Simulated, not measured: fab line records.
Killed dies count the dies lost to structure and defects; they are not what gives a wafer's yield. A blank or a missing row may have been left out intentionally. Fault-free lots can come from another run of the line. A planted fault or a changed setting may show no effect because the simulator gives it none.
What tool caused it? | flow sky130 | 42 wafers from 14 lots sampled at 3 of the route's 708 steps

WHAT THE GAUGES SHOWED, per wafer
SKY_VT_ADJUST_LVTN_OVL_MEAS_18. Usual: VT_ADJUST_LVTN_01_OVL -0.2 nm, standard deviation 1.4.
lot  | measured     | on         | VT_ADJUST_LVTN_01_OVL (nm) | flag
L112 | day 7 17:46  | overlay-01 | 2.2 -1.4 -1.7              |
L113 | day 7 22:38  | overlay-01 | -0.9 0.4 0.0               |
L114 | day 8 02:56  | overlay-01 | -0.5 -1.0 -0.1             |
L115 | day 8 07:25  | overlay-01 | -0.8 1.3 -0.4              |
L116 | day 8 09:52  | overlay-01 | 1.2 1.0 0.2                |
L118 | day 8 15:49  | overlay-02 | -2.2 -3.8 -3.0             |
L119 | day 8 17:40  | overlay-01 | -0.1 -3.1 1.5              |
L121 | day 9 00:32  | overlay-01 | -3.4 -3.2 -2.7             |
L129 | day 17 15:14 | overlay-01 | 1.1 -0.6 0.6               |
L127 | day 17 15:25 | overlay-01 | 1.2 2.0 2.0                |
L128 | day 17 16:11 | overlay-01 | 0.5 -1.7 0.9               |
L130 | day 17 17:01 | overlay-01 | -2.0 0.5 -0.4              |
L132 | day 17 17:19 | overlay-02 | -0.3 -1.5 0.5              |
L131 | day 17 18:20 | overlay-01 | -0.2 1.0 0.7               |

SKY_VT_ADJUST_NCORE_CD_MEAS_07: the cd target is 380 nm. Usual: 381.0 nm for cd-nm, sd 2.2.
lot  | measured     | on        | cd-nm (nm)        | flag
L112 | day 8 05:49  | cd-sem-02 | 380.9 383.3 380.1 |
L113 | day 8 10:17  | cd-sem-02 | 379.5 380.8 379.9 |
L114 | day 8 13:31  | cd-sem-01 | 381.7 380.6 381.2 |
L115 | day 8 17:14  | cd-sem-01 | 379.9 379.6 380.8 |
L116 | day 8 19:41  | cd-sem-01 | 379.6 381.6 381.4 |
L118 | day 9 05:17  | cd-sem-02 | 378.6 381.6 380.7 |
L119 | day 9 09:52  | cd-sem-02 | 382.6 382.1 383.3 |
L121 | day 9 23:13  | cd-sem-02 | 384.7 386.1 385.6 |
L129 | day 18 20:40 | cd-sem-02 | 384.3 386.4 382.6 |
L127 | day 18 20:48 | cd-sem-01 | 377.2 379.9 383.3 |
L128 | day 18 21:34 | cd-sem-02 | 380.7 379.3 379.3 |
L130 | day 18 21:52 | cd-sem-01 | 379.4 378.0 378.3 |
L132 | day 18 22:28 | cd-sem-02 | 382.5 379.9 378.3 |
L131 | day 18 23:22 | cd-sem-02 | 379.6 381.0 378.8 |

SKY_VT_ADJUST_HVTR_OVL_MEAS_08. Usual: VT_ADJUST_HVTR_OVL -0.5 nm, standard deviation 1.4.
lot  | measured     | on         | VT_ADJUST_HVTR_OVL (nm) | flag
L112 | day 8 16:24  | overlay-02 | -0.3 1.3 1.1            |
L113 | day 8 20:01  | overlay-02 | -1.9 -0.3 -1.0          |
L114 | day 8 22:17  | overlay-01 | -0.3 0.4 -1.5           |
L115 | day 9 08:49  | overlay-01 | 0.2 1.2 1.8             |
L116 | day 9 15:34  | overlay-02 | -1.7 -0.5 -0.7          |
L118 | day 10 01:25 | overlay-02 | -0.9 -3.8 -2.0          |
L119 | day 10 02:58 | overlay-02 | 0.4 -1.6 -0.1           |
L121 | day 10 14:19 | overlay-02 | -0.2 -3.4 -1.9          |
L129 | day 20 03:46 | overlay-01 | -0.3 -0.4 -3.1          |
L127 | day 20 03:55 | overlay-02 | -0.5 1.2 1.1            |
L128 | day 20 04:04 | overlay-01 | 0.0 0.8 1.9             |
L130 | day 20 04:22 | overlay-02 | -1.6 -1.3 -2.5          |
L132 | day 20 04:35 | overlay-01 | 1.4 0.4 1.7             |
L131 | day 20 05:37 | overlay-02 | 0.9 0.2 1.0             |

TOOL THAT RAN EACH LOT (tool first, then ch and the chambers of the sampled wafers, then the start)
No process step before these readings appears in the record.

AS READ BY THE TOOLS THEMSELVES (means over the sampled wafers that have a number; for cases with no such wafer, the mark the record gives instead)
The record holds no such reading with a usual standard deviation.

THE ANSWER, worked out from the rows above alone
Rule: a lot counts as off when the mean over its wafers that have a number is more than 3 standard deviations away from the usual mean. Also off: a lot with no number at a reading for which 4 or more lots have one. Any other lot the step has rows for is counted as sound. The gauges are gone through in route order, then the tools' own readings, and for those a lot's mean is taken as printed above. At the first step where some lot is off, the reading lying furthest off is the one used; lots without a number count as furthest.
None of the lots is off at any reading shown; this tells nothing.

WHAT THE SIMULATOR HAD PUT IN
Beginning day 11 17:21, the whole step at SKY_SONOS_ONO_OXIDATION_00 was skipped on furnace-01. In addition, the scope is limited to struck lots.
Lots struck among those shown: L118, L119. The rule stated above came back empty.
